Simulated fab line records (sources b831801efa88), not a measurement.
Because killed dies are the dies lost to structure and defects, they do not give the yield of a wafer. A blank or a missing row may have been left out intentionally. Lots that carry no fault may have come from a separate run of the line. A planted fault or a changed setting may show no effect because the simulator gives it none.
Which tool is to blame? | flow gf180mcu | 21 wafers from 7 lots sampled at 3 of the route's 602 steps

WHAT EACH GAUGE READ, for each wafer
GF_HV_LDD_TW_MEAS_38.
lot  | measured     | on            | HV_LDD_3_TW
L585 | day 12 01:52 | film-metro-03 | 1401 1393 1394
L587 | day 13 01:21 | film-metro-03 | 1402 1391 1400
L591 | day 14 12:47 | film-metro-02 | 1439 1445 1438
L593 | day 14 21:47 | film-metro-01 | 1437 1449 1439
L596 | day 15 22:10 | film-metro-01 | 1436 1437 1428
L600 | day 17 04:44 | film-metro-02 | 1327 1323 1319 1316 1317 1322
L602 | day 17 23:43 | film-metro-03 | 1399 1396 1391

WHICH TOOL RAN EACH LOT (tool, then ch and the chambers of the sampled wafers, then the start)
lot  | GF_VT_IMPLANT_STRIP_31               | GF_HV_LDD_IMPLANT_34
L585 | plasma-asher-02 ch 0,1, day 7 02:17  | implanter-01 ch 0, day 12 01:20
L587 | plasma-asher-04 ch 0, day 7 18:30    | implanter-02 ch 0, day 13 00:48
L591 | plasma-asher-01 ch 0,1, day 8 22:47  | implanter-01 ch 0, day 14 12:16
L593 | plasma-asher-04 ch 0,1, day 9 09:02  | implanter-01 ch 0, day 14 21:16
L596 | plasma-asher-02 ch 0, day 10 08:02   | implanter-01 ch 0, day 15 21:37
L600 | plasma-asher-02 ch 0,1, day 11 11:43 | implanter-01, day 17 04:13
L602 | plasma-asher-04 ch 1, day 12 03:41   | implanter-01 ch 0, day 17 23:11
- GF_VT_IMPLANT_STRIP_31: strips in O2/N2.
- GF_HV_LDD_IMPLANT_34

THE ANSWER, worked out from the rows above alone
Rule: the lots themselves supply what counts as usual. The widest of any qualifying gaps counts: lots, ordered by their means at a reading, are off when they make up no more than a third of the lots, leave a main group of 4 or more, and stand apart from it by 3 or more times the standard deviation of that group's means. A main group is skipped when, at the precision printed for the reading in the tables above, its means are all equal. A lot without any number at a reading at which 4 lots or more have one is off too. Where the step has rows for the other lots, those lots are counted as sound.
Off: at GF_HV_LDD_TW_MEAS_38 (HV_LDD_3_TW), L600. For the main group the mean is 1418 and the standard deviation 21.
If a tool, at a process step before that reading, ran all the lots that are off and no sound lot after the first of them, it fits. The gauges at GF_HV_LDD_TW_MEAS_38 are tried like those tools. 2 tools fit, plasma-asher-02 at GF_VT_IMPLANT_STRIP_31 and film-metro-02 at GF_HV_LDD_TW_MEAS_38, so this cannot tell which one it is.

WHAT THE SIMULATOR HAD INSERTED
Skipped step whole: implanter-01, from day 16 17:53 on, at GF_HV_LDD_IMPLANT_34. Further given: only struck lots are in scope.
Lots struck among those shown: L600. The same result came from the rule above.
